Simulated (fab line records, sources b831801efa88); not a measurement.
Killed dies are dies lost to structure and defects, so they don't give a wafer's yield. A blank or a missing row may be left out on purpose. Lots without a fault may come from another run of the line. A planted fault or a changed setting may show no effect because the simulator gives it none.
Which tool did it? | flow sky130 | 11 lots, 33 wafers sampled, at 5 steps of a route of 708

WHAT THE GAUGES READ, wafer by wafer
SKY_CONTACT_THK_MEAS_03.
lot  | measured     | on            | CONTACT_HDPCVD_THK (nm)
L596 | day 30 10:47 | film_metro-02 | 571 563 573
L597 | day 30 15:07 | film_metro-02 | 569 574 572
L598 | day 30 20:44 | film_metro-04 | 559 566 560
L601 | day 32 02:55 | film_metro-04 | 554 561 557
L602 | day 32 10:23 | film_metro-04 | 560 554 556
L608 | day 34 09:56 | film_metro-04 | 554 569 962
L609 | day 34 18:26 | film_metro-04 | 570 551 951
L616 | day 36 15:25 | film_metro-02 | 568 566 571
L617 | day 37 06:11 | film_metro-01 | 558 556 557
L618 | day 37 08:37 | film_metro-04 | 578 575 575
L619 | day 38 19:44 | film_metro-04 | 578 574 579

SKY_METAL1_THK_MEAS_06: measures by xrf.
lot  | measured     | on            | METAL1_ALCU_THK (nm)
L596 | day 31 16:12 | film_metro-04 | 251 244 242
L597 | day 31 20:08 | film_metro-04 | 248 247 248
L598 | day 32 03:20 | film_metro-04 | 251 252 250
L601 | day 33 09:22 | film_metro-04 | 250 255 255
L602 | day 33 15:00 | film_metro-03 | 248 250 246
L608 | day 35 14:38 | film_metro-02 | 246 249 250
L609 | day 35 22:22 | film_metro-04 | 246 255 252
L616 | day 37 19:23 | film_metro-04 | 250 248 248
L617 | day 38 09:53 | film_metro-02 | 247 246 246
L618 | day 38 12:05 | film_metro-03 | 245 253 254
L619 | day 39 22:49 | film_metro-02 | 249 248 252

WHICH TOOL RAN EACH LOT (tool, then ch and the chambers of the sampled wafers, then the start)
lot  | SKY_LDD_N_STRIP_16                   | SKY_CONTACT_HDPCVD_02            | SKY_CONTACT_CMP_04
L596 | plasma_asher-04 ch 0,1, day 17 18:37 | hdpcvd-01 ch 1,2, day 30 10:42   | cmp-02 ch 0,2, day 30 10:50
L597 | plasma_asher-02 ch 0,1, day 18 01:58 | hdpcvd-01 ch 0,1, day 30 15:03   | cmp-02 ch 0,1,3, day 30 15:11
L598 | plasma_asher-04 ch 0, day 18 06:58   | hdpcvd-02 ch 0,1, day 30 20:40   | cmp-02 ch 0,1,2, day 30 20:50
L601 | plasma_asher-03 ch 0,1, day 19 15:56 | hdpcvd-02 ch 0,1,2, day 32 02:51 | cmp-01 ch 0,1,3, day 32 03:23
L602 | plasma_asher-02 ch 0,1, day 20 00:35 | hdpcvd-02 ch 0,1, day 32 10:19   | cmp-02 ch 0,1,2, day 32 10:26
L608 | plasma_asher-02 ch 0,1, day 22 07:12 | hdpcvd-02 ch 0,1,2, day 34 09:51 | cmp-02 ch 0,1,3, day 34 10:02
L609 | plasma_asher-02 ch 0,1, day 22 15:05 | hdpcvd-02 ch 1,2, day 34 18:22   | cmp-02 ch 1,3, day 34 18:29
L616 | plasma_asher-04 ch 1, day 24 22:05   | hdpcvd-01 ch 0,1, day 36 15:21   | cmp-01 ch 1,2,3, day 36 15:32
L617 | plasma_asher-04 ch 0,1, day 25 08:29 | hdpcvd-02 ch 0,2, day 37 06:07   | cmp-02 ch 0,1,2, day 37 06:17
L618 | plasma_asher-02 ch 0,1, day 25 14:56 | hdpcvd-01 ch 0,1,2, day 37 08:32 | cmp-02 ch 0,1,3, day 37 08:40
L619 | plasma_asher-04 ch 0, day 26 19:05   | hdpcvd-01 ch 0,2, day 38 19:40   | cmp-01 ch 0,3, day 38 19:47
- SKY_LDD_N_STRIP_16: strips in O2/N2.
- SKY_CONTACT_HDPCVD_02: deposits SiO2, target thk 565 nm, time 94.2 s.
- SKY_CONTACT_CMP_04: polishes SiO2.

WHAT THE TOOLS THEMSELVES READ (means of the sampled wafers that have a number; where no wafer has one, the mark that the record gives instead)
SKY_LDD_N_STRIP_16.
lot  | tool            | drypump_motor_current_A (A) | oes_product_au (a.u.) | strip_time_to_endpoint_s (s)
L596 | plasma_asher-04 | 5.1                         | 0.408                 | 4.306
L597 | plasma_asher-02 | 5.9                         | 0.404                 | 4.321
L598 | plasma_asher-04 | 5.2                         | 0.408                 | 4.316
L601 | plasma_asher-03 | 5.7                         | 0.407                 | 4.301
L602 | plasma_asher-02 | 5.5                         | 0.409                 | 4.317
L608 | plasma_asher-02 | 5.8                         | 0.411                 | 4.304
L609 | plasma_asher-02 | 5.5                         | 0.404                 | 4.306
L616 | plasma_asher-04 | 5.1                         | 0.409                 | 4.339
L617 | plasma_asher-04 | 5.1                         | 0.408                 | 4.311
L618 | plasma_asher-02 | 5.5                         | 0.405                 | 4.303
L619 | plasma_asher-04 | 5.2                         | 0.405                 | 4.309

SKY_CONTACT_HDPCVD_02.
lot  | tool      | pressure_mtorr (mTorr)
L596 | hdpcvd-01 | 5.998
L597 | hdpcvd-01 | 5.993
L598 | hdpcvd-02 | 5.999
L601 | hdpcvd-02 | 6.003
L602 | hdpcvd-02 | 6.010
L608 | hdpcvd-02 | 6.003
L609 | hdpcvd-02 | 6.001
L616 | hdpcvd-01 | 5.993
L617 | hdpcvd-02 | 6.000
L618 | hdpcvd-01 | 5.991
L619 | hdpcvd-01 | 5.987

SKY_CONTACT_CMP_04.
lot  | tool   | motor_current_A (A) | time_to_endpoint_s (s)
L596 | cmp-02 | 11.1                | 91
L597 | cmp-02 | 11.5                | 90
L598 | cmp-02 | 11.5                | 87
L601 | cmp-01 | 12.4                | 83
L602 | cmp-02 | 11.6                | 83
L608 | cmp-02 | 11.4                | 131
L609 | cmp-02 | 11.6                | 126
L616 | cmp-01 | 12.3                | 87
L617 | cmp-02 | 11.5                | 85
L618 | cmp-02 | 11.6                | 92
L619 | cmp-01 | 11.2                | 92

THE ANSWER, worked out from the rows above alone
Rule: what is usual is taken from the lots themselves. Put in order of their means at a reading, lots are off if they are a third of the lots or fewer, leave a main group of 4 or more, and stand apart from it by a gap of 3 or more times the standard deviation of the main group's means; of several such gaps the widest counts. A main group whose means are all the same, to the digits that the tables above print for the reading, isn't used. A lot without any number at a reading at which 4 lots or more have one is off too. The other lots that the step has rows for count as sound. The gauges are gone through in route order, then the tools' own readings, and for those a lot's mean is taken as printed above. The first step at which some lot is off is used, and at that step the reading that is off furthest; a lot without a number counts as furthest.
Off: L608, L609, at SKY_CONTACT_THK_MEAS_03 (CONTACT_HDPCVD_THK). The main group: mean 566 nm, standard deviation 7.7.
A tool fits if, at a process step before that reading, it ran every lot that is off, and no sound lot after the first of them. The gauges at SKY_CONTACT_THK_MEAS_03 aren't tried: what is off there is off at SKY_CONTACT_CMP_04 too, on other tools, and a gauge's error can't cause that. None of those tried fits.

WHAT THE SIMULATOR HAD PUT IN
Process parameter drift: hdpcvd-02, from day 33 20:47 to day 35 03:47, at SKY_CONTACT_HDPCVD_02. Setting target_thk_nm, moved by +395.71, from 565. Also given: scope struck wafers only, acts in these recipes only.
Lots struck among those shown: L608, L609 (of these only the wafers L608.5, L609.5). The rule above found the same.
